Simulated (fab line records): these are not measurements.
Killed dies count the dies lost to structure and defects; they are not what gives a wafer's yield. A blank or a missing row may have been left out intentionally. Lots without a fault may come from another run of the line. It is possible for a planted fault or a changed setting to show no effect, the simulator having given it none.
fab line records	flow sky130	part 1 of 2: steps 1 to 30 of 42
record lots=5	wafers=15	last_day=51
route steps=708 shown RES_XHIGH@333 SD_N@342 SD_P@359 SALICIDE@361 LI_CONTACT@362
lots with no fault: from the same line, run without faults
start_h: start of the lot's first displayed wafer, in hours after the record's first day	wait_h: hours since the lot's step before	" as in the row above	L1.1+2: one row covering several wafers at once	- no value, or no start was given	* or withheld: withheld	< > ~ a bound
route shown NAME@n: NAME is a module with steps in the file, n the number in the route of the first one	usual: mean and standard deviation over wafers with no fault	same: alike in all rows	chamber/n: place in a boat	sites: the reading at each site	_std_site: standard deviation across them	_edge_site: the outer-site mean with the inner-site mean subtracted	radius_mm: how far each site lies from the wafer's centre	mask NAME#n: copy n	behind: tool/chamber where the wafer was last shaped	hold: cause of the lot's hold/its duration in hours/its outcome	device: names the non-switching transistor (n, p or np)	end of line: the tests these same wafers got at the end of their route	step lacking rows: just its recipe	killed: at the first sort, the dies lost to defects and structure; wafer yield is something else	map: dies across one wafer; x = killed, . = not, _ = none there
set.NAME: setting as actually run; set.NAME@STEP: the setting as run at that earlier step	model.NAME: the simulator's own value behind a step, which no gauge read
lots at selected steps of the route; one table per step, one row per wafer
services: the hour from which a tool's chamber was out of use, counted from the record's first day as start_h (under 0 if before that day), plus the number of hours and why
## steps
# step SKY_RES_XHIGH_HMDS_01
# recipe prime_time_s=60	prime_temp_c=120
lot.wafer	tool	chamber	start_h	wait_h
L077.2+3+5	litho_track-01	0	655.40	0.1
L080.4+5+6	litho_track-01	0	675.70	0.1
L090.1+5+6	litho_track-02	0	747.81	0.1
L092.1+2+6	litho_track-02	0	765.61	0.1
L097.1+2+5	litho_track-01	0	793.47	0.1
# step SKY_RES_XHIGH_COAT_02
# recipe resist=NOVOLAK	spin_rpm=3000	resist_thk_nm=1140
lot.wafer	tool	chamber	start_h	wait_h
L077.2+3+5	litho_track-01	0	655.55	0.1
L080.4+5+6	litho_track-01	0	675.85	0.1
L090.1+5+6	litho_track-02	0	747.96	0.1
L092.1+2+6	litho_track-02	0	765.76	0.1
L097.1+2+5	litho_track-01	0	793.62	0.1
# step SKY_RES_XHIGH_SOFTBAKE_03
# recipe temp_c=90	time_s=60	resist=NOVOLAK
# usual heater_power_total_W=56.59/0.046
lot.wafer	tool	chamber	start_h	wait_h	heater_power_total_W
L077.2	litho_track-01	0	655.70	0.1	56.66
L077.3	"	0	"	"	56.60
L077.5	"	0	"	"	56.56
L080.4	litho_track-01	0	676.00	0.1	56.59
L080.5	"	0	"	"	56.52
L080.6	"	0	"	"	56.54
L090.1	litho_track-02	0	748.11	0.1	56.59
L090.5	"	0	"	"	56.53
L090.6	"	0	"	"	56.66
L092.1	litho_track-02	0	765.91	0.1	56.59
L092.2	"	0	"	"	56.61
L092.6	"	0	"	"	56.53
L097.1	litho_track-01	0	793.77	0.1	56.50
L097.2	"	0	"	"	56.69
L097.5	"	0	"	"	56.54
# step SKY_RES_XHIGH_EXPOSE_04
# recipe mask_id=URPM	na=0.6	source_shape=conventional	sigma_outer=0.6	polarization=unpolarized	target_cd_nm=1270	dose_mj=140
lot.wafer	tool	chamber	start_h	wait_h	mask
L077.2+3+5	iline_stepper-01	0	-	-	URPM#0
L080.4+5+6	iline_stepper-01	0	-	-	URPM#0
L090.1+5+6	iline_stepper-02	0	-	-	URPM#0
L092.1+2+6	iline_stepper-01	0	-	-	URPM#0
L097.1+2+5	iline_stepper-02	0	-	-	URPM#0
# step SKY_RES_XHIGH_PEB_05
# recipe temp_c=withheld	time_s=*	resist=NOVOLAK
lot.wafer	tool	chamber	start_h	wait_h
L077.2+3+5	litho_track-03	0	-	-
L080.4+5+6	litho_track-01	0	-	-
L090.1+5+6	litho_track-03	0	-	-
L092.1+2+6	litho_track-03	0	-	-
L097.1+2+5	litho_track-01	0	-	-
# step SKY_RES_XHIGH_DEVELOP_06
# recipe resist=NOVOLAK	developer=TMAH	develop_time_s=60	dev_temp_c=23
lot.wafer	tool	chamber	start_h	wait_h
L077.2+3+5	litho_track-03	0	669.61	0.1
L080.4+5+6	litho_track-01	0	690.20	0.1
L090.1+5+6	litho_track-03	0	761.39	0.1
L092.1+2+6	litho_track-03	0	779.34	0.1
L097.1+2+5	litho_track-01	0	807.57	0.1
# step SKY_RES_XHIGH_IMPLANT_07
# recipe species=BF2	energy_kev=20	dose_cm2=3.6e+14	tilt_deg=0
# usual end_station_pressure_torr=5.18e-06/3e-07
# same implant_ion_amu=49
lot.wafer	tool	chamber	start_h	wait_h	end_station_pressure_torr
L077.2	implanter-02	0	669.76	0.1	5.33e-06
L077.3	"	0	"	"	5.3e-06
L077.5	"	0	"	"	4.89e-06
L080.4	implanter-02	0	690.35	0.1	5.46e-06
L080.5	"	0	"	"	5.07e-06
L080.6	"	0	"	"	4.74e-06
L090.1	implanter-04	0	761.54	0.1	4.82e-06
L090.5	"	0	"	"	5.64e-06
L090.6	"	0	"	"	5.03e-06
L092.1	implanter-04	0	779.49	0.1	5.02e-06
L092.2	"	0	"	"	5.51e-06
L092.6	"	0	"	"	4.7e-06
L097.1	implanter-04	0	807.72	0.1	4.68e-06
L097.2	"	0	"	"	5.59e-06
L097.5	"	0	"	"	5.17e-06
# step SKY_RES_XHIGH_STRIP_08
# recipe chemistry=O2/N2	power_w=1400	pressure_mtorr=1500	platen_temp_c=withheld	o2_flow_sccm=3000	n2_flow_sccm=300	overash_fraction=0.5
# usual drypump_motor_current_A=5.8/0.47	oes_product_au=0.711/0.0046	strip_time_to_endpoint_s=14.28/0.044
lot.wafer	tool	chamber	start_h	wait_h	drypump_motor_current_A	oes_product_au	rf_hours_counter_h	strip_time_to_endpoint_s
L077.2	plasma_asher-03	0	669.89	0.1	5.4	0.707	22	14.25
L077.3	"	1	"	"	6.1	0.705	-	14.25
L077.5	"	0	"	"	5.4	0.717	-	14.27
L080.4	plasma_asher-04	1	690.46	0.1	6.1	0.712	-	14.30
L080.5	"	1	"	"	6.1	0.714	-	14.27
L080.6	"	0	"	"	6.4	0.709	-	14.26
L090.1	plasma_asher-03	0	761.69	0.1	5.4	0.710	31	14.32
L090.5	"	0	"	"	5.4	0.704	-	14.27
L090.6	"	1	"	"	6.1	0.715	-	14.27
L092.1	plasma_asher-02	0	779.64	0.1	5.5	0.714	95	14.25
L092.2	"	1	"	"	5.1	0.718	95	14.23
L092.6	"	0	"	"	5.5	0.712	-	14.23
L097.1	plasma_asher-02	1	807.87	0.1	5.2	0.716	98	14.27
L097.2	"	0	"	"	5.5	0.714	98	14.35
L097.5	"	0	"	"	5.5	0.714	-	14.27
# step SKY_RES_XHIGH_TW_MEAS_09
# usual RES_XHIGH_TW=1639/15
lot.wafer	tool	chamber	start_h	wait_h	RES_XHIGH_TW
L077.2	film_metro-02	-	670.00	0.1	1643
L077.3	"	-	"	"	1652
L077.5	"	-	"	"	1659
L080.4	film_metro-02	-	690.55	0.1	1672
L080.5	"	-	"	"	1664
L080.6	"	-	"	"	1662
L090.1	film_metro-04	-	761.79	0.1	1628
L090.5	"	-	"	"	1634
L090.6	"	-	"	"	1629
L092.1	film_metro-02	-	779.74	0.1	1634
L092.2	"	-	"	"	1632
L092.6	"	-	"	"	1640
L097.1	film_metro-04	-	807.97	0.1	1639
L097.2	"	-	"	"	1642
L097.5	"	-	"	"	1642
# step SKY_SD_N_DEHYDRATE_00
# recipe temp_c=200	time_s=60
# usual heater_power_total_W=160.39/0.13
lot.wafer	tool	chamber	start_h	wait_h	heater_power_total_W
L077.2	litho_track-04	0	684.02	14.0	160.27
L077.3	"	0	"	"	160.57
L077.5	"	0	"	"	160.30
L080.4	litho_track-03	0	703.91	13.4	160.36
L080.5	"	0	"	"	160.28
L080.6	"	0	"	"	160.37
L090.1	litho_track-02	0	775.21	13.4	160.43
L090.5	"	0	"	"	160.33
L090.6	"	0	"	"	160.32
L092.1	litho_track-03	0	792.94	13.2	160.19
L092.2	"	0	"	"	160.31
L092.6	"	0	"	"	160.58
L097.1	litho_track-04	0	820.39	12.4	160.31
L097.2	"	0	"	"	160.35
L097.5	"	0	"	"	160.18
# step SKY_SD_N_HMDS_01
# recipe prime_time_s=60	prime_temp_c=120
lot.wafer	tool	chamber	start_h	wait_h
L077.2+3+5	litho_track-04	0	684.17	0.1
L080.4+5+6	litho_track-03	0	704.06	0.1
L090.1+5+6	litho_track-02	0	775.36	0.1
L092.1+2+6	litho_track-03	0	793.09	0.1
L097.1+2+5	litho_track-04	0	820.54	0.1
# step SKY_SD_N_COAT_02
# recipe resist=NOVOLAK	spin_rpm=3000	resist_thk_nm=1140
lot.wafer	tool	chamber	start_h	wait_h
L077.2+3+5	litho_track-04	0	684.32	0.1
L080.4+5+6	litho_track-03	0	704.21	0.1
L090.1+5+6	litho_track-02	0	775.51	0.1
L092.1+2+6	litho_track-03	0	793.24	0.1
L097.1+2+5	litho_track-04	0	820.69	0.1
# step SKY_SD_N_SOFTBAKE_03
# recipe temp_c=90	time_s=60	resist=NOVOLAK
# usual heater_power_total_W=56.59/0.045
lot.wafer	tool	chamber	start_h	wait_h	heater_power_total_W
L077.2	litho_track-04	0	684.47	0.1	56.55
L077.3	"	0	"	"	56.68
L077.5	"	0	"	"	56.55
L080.4	litho_track-03	0	704.36	0.1	56.54
L080.5	"	0	"	"	56.50
L080.6	"	0	"	"	56.55
L090.1	litho_track-02	0	775.66	0.1	56.64
L090.5	"	0	"	"	56.59
L090.6	"	0	"	"	56.61
L092.1	litho_track-03	0	793.39	0.1	56.58
L092.2	"	0	"	"	56.58
L092.6	"	0	"	"	56.57
L097.1	litho_track-04	0	820.84	0.1	56.57
L097.2	"	0	"	"	56.64
L097.5	"	0	"	"	56.64
# step SKY_SD_N_EXPOSE_04
# recipe mask_id=NSDM	na=0.6	source_shape=conventional	sigma_outer=0.6	polarization=unpolarized	target_cd_nm=380	dose_mj=141
lot.wafer	tool	chamber	start_h	wait_h	mask
L077.2+3+5	iline_stepper-02	0	-	-	NSDM#0
L080.4+5+6	iline_stepper-01	0	-	-	NSDM#0
L090.1+5+6	iline_stepper-02	0	-	-	NSDM#0
L092.1+2+6	iline_stepper-02	0	-	-	NSDM#0
L097.1+2+5	iline_stepper-01	0	-	-	NSDM#0
# step SKY_SD_N_PEB_05
# recipe temp_c=withheld	time_s=*	resist=NOVOLAK
lot.wafer	tool	chamber	start_h	wait_h
L077.2+3+5	litho_track-04	0	-	-
L080.4+5+6	litho_track-04	0	-	-
L090.1+5+6	litho_track-02	0	-	-
L092.1+2+6	litho_track-02	0	-	-
L097.1+2+5	litho_track-02	0	-	-
# step SKY_SD_N_DEVELOP_06
# recipe resist=NOVOLAK	developer=TMAH	develop_time_s=60	dev_temp_c=23
lot.wafer	tool	chamber	start_h	wait_h
L077.2+3+5	litho_track-04	0	698.67	0.1
L080.4+5+6	litho_track-04	0	718.57	0.1
L090.1+5+6	litho_track-02	0	788.81	0.1
L092.1+2+6	litho_track-02	0	807.16	0.1
L097.1+2+5	litho_track-02	0	833.71	0.1
# step SKY_SD_N_CD_MEAS_07
# recipe target_cd_nm=380
# usual cd_nm=379.9/3
lot.wafer	tool	chamber	start_h	wait_h	cd_nm
L077.2	cd_sem-01	-	698.81	0.1	379.5
L077.3	"	-	"	"	379.0
L077.5	"	-	"	"	381.3
L080.4	cd_sem-02	-	718.70	0.1	378.1
L080.5	"	-	"	"	374.0
L080.6	"	-	"	"	376.7
L090.1	cd_sem-02	-	788.96	0.1	383.1
L090.5	"	-	"	"	384.0
L090.6	"	-	"	"	385.4
L092.1	cd_sem-02	-	807.31	0.1	382.4
L092.2	"	-	"	"	379.7
L092.6	"	-	"	"	380.8
L097.1	cd_sem-02	-	833.86	0.1	375.2
L097.2	"	-	"	"	379.8
L097.5	"	-	"	"	379.7
# step SKY_SD_N_OVL_MEAS_08
# usual SD_N_OVL=0.2/1.5
lot.wafer	tool	chamber	start_h	wait_h	SD_N_OVL[nm]
L077.2	overlay-02	-	698.92	0.1	0.2
L077.3	"	-	"	"	0.0
L077.5	"	-	"	"	0.3
L080.4	overlay-02	-	718.78	0.1	0.4
L080.5	"	-	"	"	-1.2
L080.6	"	-	"	"	-0.2
L090.1	overlay-02	-	789.08	0.1	-0.8
L090.5	"	-	"	"	-0.1
L090.6	"	-	"	"	0.7
L092.1	overlay-01	-	807.43	0.1	0.4
L092.2	"	-	"	"	-0.4
L092.6	"	-	"	"	1.7
L097.1	overlay-01	-	833.98	0.1	0.0
L097.2	"	-	"	"	-2.7
L097.5	"	-	"	"	-1.7
# step SKY_SD_N_IMPLANT_09
# recipe species=As	energy_kev=50	dose_cm2=4e+15	tilt_deg=0
# usual end_station_pressure_torr=1.16e-05/8.1e-07
# same implant_ion_amu=75
lot.wafer	tool	chamber	start_h	wait_h	end_station_pressure_torr
L077.2	implanter-02	0	698.97	0.0	9.9e-06
L077.3	"	0	"	"	1.09e-05
L077.5	"	0	"	"	1.21e-05
L080.4	implanter-02	0	718.87	0.1	1.11e-05
L080.5	"	0	"	"	1.11e-05
L080.6	"	0	"	"	1.13e-05
L090.1	implanter-02	0	789.12	0.0	1.03e-05
L090.5	"	0	"	"	1.11e-05
L090.6	"	0	"	"	1.05e-05
L092.1	implanter-03	0	807.47	0.0	1.3e-05
L092.2	"	0	"	"	1.14e-05
L092.6	"	0	"	"	1.19e-05
L097.1	implanter-02	0	834.02	0.0	1e-05
L097.2	"	0	"	"	1.08e-05
L097.5	"	0	"	"	1.13e-05
# step SKY_SD_N_IMPLANT_10
# recipe species=P	energy_kev=20	dose_cm2=1e+14	tilt_deg=0
# usual end_station_pressure_torr=5.34e-06/2.6e-07
# same implant_ion_amu=31
lot.wafer	tool	chamber	start_h	wait_h	end_station_pressure_torr
L077.2	implanter-02	0	699.12	0.1	5.13e-06
L077.3	"	0	"	"	5.13e-06
L077.5	"	0	"	"	5.42e-06
L080.4	implanter-02	0	719.02	0.1	5.03e-06
L080.5	"	0	"	"	4.98e-06
L080.6	"	0	"	"	4.93e-06
L090.1	implanter-02	0	789.27	0.1	5.08e-06
L090.5	"	0	"	"	5.71e-06
L090.6	"	0	"	"	5.35e-06
L092.1	implanter-03	0	807.62	0.1	5.46e-06
L092.2	"	0	"	"	5.47e-06
L092.6	"	0	"	"	5.76e-06
L097.1	implanter-02	0	834.17	0.1	5.65e-06
L097.2	"	0	"	"	5.14e-06
L097.5	"	0	"	"	5.4e-06
# step SKY_SD_N_STRIP_11
# recipe chemistry=O2/N2	power_w=1400	pressure_mtorr=1500	platen_temp_c=withheld	o2_flow_sccm=3000	n2_flow_sccm=300	overash_fraction=0.5
# usual drypump_motor_current_A=5.8/0.5	oes_product_au=0.527/0.0045	strip_time_to_endpoint_s=22.54/0.048
lot.wafer	tool	chamber	start_h	wait_h	drypump_motor_current_A	oes_product_au	rf_hours_counter_h	strip_time_to_endpoint_s
L077.2	plasma_asher-01	1	699.25	0.1	5.8	0.530	58	22.52
L077.3	"	1	"	"	5.8	0.524	-	22.50
L077.5	"	0	"	"	5.0	0.519	-	22.48
L080.4	plasma_asher-04	0	719.13	0.1	6.4	0.520	-	22.54
L080.5	"	1	"	"	6.1	0.528	-	22.56
L080.6	"	0	"	"	6.4	0.522	-	22.56
L090.1	plasma_asher-03	1	789.42	0.1	6.1	0.517	34	22.54
L090.5	"	0	"	"	5.4	0.531	-	22.52
L090.6	"	1	"	"	6.1	0.528	-	22.54
L092.1	plasma_asher-01	0	807.77	0.1	5.0	0.525	69	22.53
L092.2	"	1	"	"	5.9	0.526	69	22.50
L092.6	"	1	"	"	5.9	0.529	-	22.53
L097.1	plasma_asher-04	0	834.32	0.1	6.4	0.522	8	22.61
L097.2	"	1	"	"	6.1	0.534	8	22.54
L097.5	"	1	"	"	6.1	0.519	-	22.58
# step SKY_SD_N_TW_MEAS_12
# usual SD_N_TW=3973/35
lot.wafer	tool	chamber	start_h	wait_h	SD_N_TW
L077.2	film_metro-01	-	699.36	0.1	3927
L077.3	"	-	"	"	3907
L077.5	"	-	"	"	3922
L080.4	film_metro-04	-	719.23	0.1	3983
L080.5	"	-	"	"	3992
L080.6	"	-	"	"	3949
L090.1	film_metro-02	-	789.52	0.1	4003
L090.5	"	-	"	"	3994
L090.6	"	-	"	"	3990
L092.1	film_metro-01	-	807.87	0.1	3893
L092.2	"	-	"	"	3937
L092.6	"	-	"	"	3908
L097.1	film_metro-02	-	834.42	0.1	4017
L097.2	"	-	"	"	4000
L097.5	"	-	"	"	4011
# step SKY_SD_N_CLEAN_13
# recipe chemistry=SC1/SC2	mix=1:4:20	temp_c=70	time_s=150	dry=n2_spin
# usual temp_c=70.00/0.12
lot.wafer	tool	chamber	start_h	wait_h	temp_c
L077.2	wet_bench-04	3	699.41	0.0	70.07
L077.3	"	3	"	"	70.01
L077.5	"	3	"	"	69.91
L080.4	wet_bench-04	3	719.26	0.0	69.82
L080.5	"	3	"	"	69.76
L080.6	"	3	"	"	69.95
L090.1	wet_bench-04	0	789.58	0.1	69.83
L090.5	"	0	"	"	69.95
L090.6	"	0	"	"	69.87
L092.1	wet_bench-02	0	807.93	0.1	70.07
L092.2	"	0	"	"	70.06
L092.6	"	0	"	"	70.15
L097.1	wet_bench-02	3	834.48	0.1	70.21
L097.2	"	3	"	"	70.12
L097.5	"	3	"	"	70.04
# step SKY_SD_N_RTA_14
# recipe temp_c=1075	time_s=2	idle_temp_c=650	ramp_up_c_per_s=150	ramp_down_c_per_s=90	ambient=N2
# usual lamp_power_pct=15.74/0.052	wafer_temp_C_max=1078.1/1.4
lot.wafer	tool	chamber	start_h	wait_h	lamp_power_pct	wafer_temp_C_max
L077.2	rtp_anneal-02	0	699.48	0.0	15.71	1077.8
L077.3	"	0	"	"	15.70	1078.5
L077.5	"	0	"	"	15.77	1077.7
L080.4	rtp_anneal-02	0	719.34	0.0	15.71	1075.0
L080.5	"	0	"	"	15.71	1080.9
L080.6	"	0	"	"	15.75	1078.1
L090.1	rtp_anneal-01	0	789.63	0.0	15.74	1077.0
L090.5	"	0	"	"	15.72	1077.9
L090.6	"	0	"	"	15.81	1080.6
L092.1	rtp_anneal-01	0	807.98	0.0	15.70	1076.0
L092.2	"	0	"	"	15.72	1077.4
L092.6	"	0	"	"	15.74	1079.5
L097.1	rtp_anneal-02	0	834.53	0.0	15.68	1077.0
L097.2	"	0	"	"	15.72	1079.2
L097.5	"	0	"	"	15.71	1079.6
# step SKY_SD_N_RS_MEAS_16
# recipe thk_meas_gauge=four-point-probe
# usual SD_N_RS=68.53/0.11
lot.wafer	tool	chamber	start_h	wait_h	SD_N_RS[ohm/sq]
L077.2	film_metro-04	-	699.71	0.1	68.50
L077.3	"	-	"	"	68.46
L077.5	"	-	"	"	68.62
L080.4	film_metro-01	-	719.55	0.1	68.51
L080.5	"	-	"	"	68.43
L080.6	"	-	"	"	68.62
L090.1	film_metro-01	-	789.80	0.1	68.30
L090.5	"	-	"	"	68.51
L090.6	"	-	"	"	68.56
L092.1	film_metro-01	-	808.15	0.1	68.71
L092.2	"	-	"	"	68.46
L092.6	"	-	"	"	68.59
L097.1	film_metro-04	-	834.70	0.1	68.64
L097.2	"	-	"	"	68.59
L097.5	"	-	"	"	68.49
# step SKY_SD_N_RS_MEAS_17
# recipe thk_meas_gauge=four-point-probe
# usual SD_P_RS=147.1/0.37
lot.wafer	tool	chamber	start_h	wait_h	SD_P_RS[ohm/sq]
L077.2	film_metro-04	-	699.83	0.1	146.9
L077.3	"	-	"	"	147.1
L077.5	"	-	"	"	147.5
L080.4	film_metro-01	-	719.67	0.1	147.2
L080.5	"	-	"	"	146.9
L080.6	"	-	"	"	147.2
L090.1	film_metro-01	-	789.92	0.1	147.1
L090.5	"	-	"	"	147.3
L090.6	"	-	"	"	147.3
L092.1	film_metro-01	-	808.27	0.1	147.1
L092.2	"	-	"	"	147.2
L092.6	"	-	"	"	147.0
L097.1	film_metro-04	-	834.82	0.1	147.1
L097.2	"	-	"	"	146.7
L097.5	"	-	"	"	146.7
# step SKY_SD_N_RS_MEAS_18
# recipe thk_meas_gauge=four-point-probe
# usual RES_XHIGH_RS=333.1/1.3
lot.wafer	tool	chamber	start_h	wait_h	RES_XHIGH_RS[ohm/sq]
L077.2	film_metro-04	-	699.95	0.1	331.4
L077.3	"	-	"	"	332.5
L077.5	"	-	"	"	331.3
L080.4	film_metro-01	-	719.79	0.1	333.1
L080.5	"	-	"	"	333.3
L080.6	"	-	"	"	332.0
L090.1	film_metro-01	-	790.04	0.1	333.8
L090.5	"	-	"	"	333.4
L090.6	"	-	"	"	334.4
L092.1	film_metro-01	-	808.39	0.1	336.1
L092.2	"	-	"	"	335.2
L092.6	"	-	"	"	335.0
L097.1	film_metro-04	-	834.94	0.1	332.6
L097.2	"	-	"	"	333.7
L097.5	"	-	"	"	332.9
# step SKY_SALICIDE_CLEAN_00
# recipe chemistry=HF-last	time_s=30	dilution=100:1	dry=ipa_marangoni
lot.wafer	tool	chamber	start_h	wait_h
L077.2+3+5	wet_bench-01	2	700.05	0.1
L080.4+5+6	wet_bench-04	1	719.85	0.0
L090.1+5+6	wet_bench-01	2	790.16	0.1
L092.1+2+6	wet_bench-04	3	808.51	0.1
L097.1+2+5	wet_bench-01	2	835.06	0.1
# step SKY_LI_CONTACT_HDPCVD_00
# recipe material=PSG	target_thk_nm=930	sigma_open_frac=0.3	time_s=155	temp_c=600	sih4_flow_sccm=60	pressure_mtorr=6
# usual sih4_flow_sccm=60.01/0.16
lot.wafer	tool	chamber	start_h	wait_h	sih4_flow_sccm
L077.2	hdpcvd-02	1	700.06	0.0	60.03
L077.3	"	2	"	"	60.35
L077.5	"	0	"	"	59.82
L080.4	hdpcvd-02	2	719.92	0.1	60.15
L080.5	"	0	"	"	59.73
L080.6	"	1	"	"	60.10
L090.1	hdpcvd-02	2	790.18	0.0	59.97
L090.5	"	0	"	"	59.68
L090.6	"	2	"	"	59.77
L092.1	hdpcvd-02	1	808.53	0.0	60.35
L092.2	"	2	"	"	60.01
L092.6	"	0	"	"	60.12
L097.1	hdpcvd-02	0	835.08	0.0	60.05
L097.2	"	2	"	"	60.11
L097.5	"	1	"	"	59.97
# step SKY_LI_CONTACT_THK_MEAS_01
# recipe reads=PSG_of_LI_CONTACT_HDPCVD_00
# usual LI_CONTACT_HDPCVD_THK=925/10
lot.wafer	tool	chamber	start_h	wait_h	LI_CONTACT_HDPCVD_THK[nm]
L077.2	film_metro-02	-	700.18	0.1	929
L077.3	"	-	"	"	932
L077.5	"	-	"	"	912
L080.4	film_metro-04	-	720.00	0.0	928
L080.5	"	-	"	"	916
L080.6	"	-	"	"	936
L090.1	film_metro-04	-	790.28	0.1	921
L090.5	"	-	"	"	920
L090.6	"	-	"	"	936
L092.1	film_metro-04	-	808.63	0.1	937
L092.2	"	-	"	"	926
L092.6	"	-	"	"	910
L097.1	film_metro-01	-	835.18	0.1	906
L097.2	"	-	"	"	902
L097.5	"	-	"	"	923
